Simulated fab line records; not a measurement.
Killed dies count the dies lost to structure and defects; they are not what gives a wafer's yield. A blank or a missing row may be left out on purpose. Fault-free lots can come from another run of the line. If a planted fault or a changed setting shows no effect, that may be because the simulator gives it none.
Struck lot and sound lot, side by side ; flow sky130 ; 18 out of 708 route steps
Sound: wafers L564.1, L564.4, L564.6. Struck: wafer L579.1; the same lot's L579.4 was not struck, so it is left out; see the end for the cause.
Per side, at each step with rows, come the tool, then ch with its chambers, and then its first start. Under that, the readings that differ: sound wafers ; struck wafers ; difference of the means ; sigmas: that difference in standard deviations of wafers without a fault.
alike: readings whose means differ by less than 2 such deviations, and words and numbers that are the same on both sides. not compared: withheld readings, readings that some wafer has no value for, bounds like >300 that may hide the same value, and numbers for which the record gives no deviation and whose values overlap.
Wherever a step has rows on one side only, a row that says differs or no value, or a row with sigmas, the two part there. Non-overlapping numbers with no deviation appear without sigmas and do not part them. Lack of a reading on every wafer of one side parts them only where that side has two or more wafers.

first, 5 steps without rows for these wafers: SKY_VIA4_COAT_06 (resist thk 1140 nm); SKY_VIA4_SOFTBAKE_07 (time 60 s); SKY_VIA4_EXPOSE_08 (exposes mask VIM4, target cd 800 nm); SKY_VIA4_PEB_09; SKY_VIA4_DEVELOP_10 (develop time 60 s).
SKY_VIA4_OVL_MEAS_11:
  sound: overlay-02 at day 42 11:47; struck: overlay-01 at day 46 21:08
  alike: VIA4_OVL
SKY_VIA4_ETCH_12: etches SiO2 in C4F8/O2/Ar, stops on TiN, target depth 580 nm.
  sound on rie_diel-02 ch 0,1,2, day 42 11:49; struck on rie_diel-02 ch 2, day 46 21:10
  alike: oes_product_au
SKY_VIA4_STRIP_13: strips in O2/N2.
  sound on plasma_asher-01 ch 0,1, day 42 11:53; struck on plasma_asher-03 ch 1, day 46 21:14
  alike: drypump_motor_current_A, n2_flow_sccm, oes_product_au, strip_time_to_endpoint_s
  not compared: rf_hours_counter_h
then, 3 steps without rows for these wafers: SKY_VIA4_STRIP_14 (strips in post etch residue remover, time 1200 s); SKY_VIA4_CLEAN_15 (cleans in IPA, time 180 s); SKY_VIA4_CLEAN_16 (cleans in O3/DIW).
SKY_VIA4_SPUTTER_17: material TiN, target thk 20 nm, time 80 s.
  sound: pvd_sputter-02 at day 42 12:38; struck: pvd_sputter-01 at day 46 21:50
  alike: throttle_valve_pct
SKY_VIA4_CVD_18: deposits W, target thk 505 nm, time 152.14 s.
  sound on cvd_w-01 ch 0,1, day 42 12:42; struck on cvd_w-02 ch 0, day 46 21:54
reading;sound;struck;difference;sigmas
heater_power_w (W);778 773 776;888;+112;+2
model.W_of_VIA4_CVD_18.thk_nm (nm);498.6 496.5 488.6;219.6;-275.0;
  alike: heater_power_outer_w
SKY_VIA4_RS_MEAS_19: measurement is done with a four-point probe.
  sound: film_metro-01 at day 42 12:51; struck: film_metro-01 at day 46 22:03
reading;sound;struck;difference;sigmas
VIA4_W_RS (ohm/sq);0.2289 0.2307 0.2338;0.5259;+0.2948;+99 or more
SKY_VIA4_THK_MEAS_20: measures by xrf.
  sound: film_metro-01 at day 42 12:58; struck: film_metro-01 at day 46 22:10
reading;sound;struck;difference;sigmas
VIA4_W_THK (nm);499 497 490;219;-276;-39
SKY_VIA4_CMP_21: polishes, stops on SiO2, t overpolish 25 s, target thk 0 nm.
  sound on cmp-01 ch 0,3, day 42 13:02; struck on cmp-02 ch 3, day 46 22:17
reading;sound;struck;difference;sigmas
time_to_endpoint_s (s);109 119 108;47;-65;-15
  alike: motor_current_A
SKY_METAL5_SPUTTER_00: material Ti, target thk 15 nm, time 10 s.
  sound: pvd_sputter-03 at day 42 13:20; struck: pvd_sputter-03 at day 46 22:32
  alike: throttle_valve_pct
SKY_PAD_OPEN_PROBE_99:
  the record holds rows for the sound wafers here (prober-01, day 45 12:15) but none for the struck ones

WHERE THEY PART
Earliest at SKY_VIA4_CVD_18; latest, in this record, at SKY_PAD_OPEN_PROBE_99.

WHY: the cause the simulator had injected
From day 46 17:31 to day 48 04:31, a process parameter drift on cvd_w-02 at SKY_VIA4_CVD_18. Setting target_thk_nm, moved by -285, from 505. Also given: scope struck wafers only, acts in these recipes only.
